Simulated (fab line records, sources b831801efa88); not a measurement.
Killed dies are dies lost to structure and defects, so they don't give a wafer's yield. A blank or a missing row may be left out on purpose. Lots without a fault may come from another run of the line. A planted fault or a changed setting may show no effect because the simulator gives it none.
A struck lot beside a sound one | flow gf180mcu | 14 steps out of a route of 602
Sound: wafers L125.1, L125.4, L125.5. Struck: wafers L130.1, L130.2, L130.4. The cause comes at the end.
At each step with rows: each side's tool, then ch and its chambers, then its first start. Under that, the readings that differ: sound wafers | struck wafers | difference of the means | sigmas: that difference in standard deviations of wafers without a fault.
alike: readings whose means differ by less than 2 such deviations, and words and numbers that are the same on both sides. not compared: withheld readings, readings that some wafer has no value for, bounds like >300 that may hide the same value, and numbers for which the record gives no deviation and whose values overlap.
The two part at a step that has a row with sigmas, a row that says differs or no value, or rows on one side only. Numbers that don't overlap but have no deviation are shown without sigmas and don't part them. A reading that every wafer of one side lacks parts them only if that side has two wafers or more.

GF_PASSIVATION_CVD_00: deposits SiO2 from TEOS, target thk 1000 nm, time 111.95 s.
  sound on pecvd-03 ch 0,2, day 28 18:40; struck on pecvd-01 ch 1,2, day 30 08:37
  alike: heater_power_w
GF_PASSIVATION_THK_MEAS_01:
  sound on film_metro-04, day 28 18:47; struck on film_metro-04, day 30 08:42
  alike: PASSIVATION_CVD_00_THK
GF_PASSIVATION_CVD_02: deposits Si3N4, target thk 700 nm, time 486.18 s.
  sound on pecvd-02 ch 0,1, day 28 18:51; struck on pecvd-02 ch 0,1, day 30 08:46
  alike: heater_power_w
GF_PASSIVATION_THK_MEAS_03:
  sound on film_metro-01, day 28 19:08; struck on film_metro-04, day 30 09:03
  reading                     | sound       | struck      | difference | sigmas
  PASSIVATION_CVD_02_THK (nm) | 670 686 683 | 687 699 715 | +21        | +2
then, 7 steps without rows for these wafers: GF_PASSIVATION_DEHYDRATE_04 (time 60 s); GF_PASSIVATION_HMDS_05 (prime time 60 s); GF_PASSIVATION_COAT_06 (resist thk 4000 nm); GF_PASSIVATION_SOFTBAKE_07; GF_PASSIVATION_EXPOSE_08 (exposes mask Pad, target cd 40000 nm); GF_PASSIVATION_PEB_09; GF_PASSIVATION_DEVELOP_10 (develop time 60 s).
GF_PASSIVATION_ETCH_11: etches the open film in CF4/O2, stops on TiN, target depth 1800 nm, time 400 s.
  sound on rie_diel-03 ch 0,1,2, day 29 14:00; struck on rie_diel-04 ch 1,2,3, day 31 02:55
  alike: drypump_motor_current_A, oes_product_au, throttle_valve_pct
  not compared: rf_hours_counter_h
GF_PASSIVATION_STRIP_12: strips in O2/N2.
  sound on plasma_asher-01 ch 1, day 29 14:14; struck on plasma_asher-02 ch 0,1, day 31 03:10
  no value came back on the struck wafers for any of 6 readings (chamber_pressure_mTorr (mTorr), drypump_motor_current_A (A) and others); on the sound wafers chamber_pressure_mTorr (mTorr) reads 1500.5 1498.1 1502.1
  reading                                       | sound | struck         | difference | sigmas
  model.coat_of_PASSIVATION_COAT_06.thk_nm (nm) | 0 0 0 | 2816 2790 2793 | +2800      |
  not compared: rf_hours_counter_h
then, 1 step without rows for these wafers: GF_PASSIVATION_ANNEAL_13 (time 1800 s).

WHERE THEY PART
First at GF_PASSIVATION_THK_MEAS_03; last, within this record, at GF_PASSIVATION_STRIP_12.

WHY: what the simulator had put in
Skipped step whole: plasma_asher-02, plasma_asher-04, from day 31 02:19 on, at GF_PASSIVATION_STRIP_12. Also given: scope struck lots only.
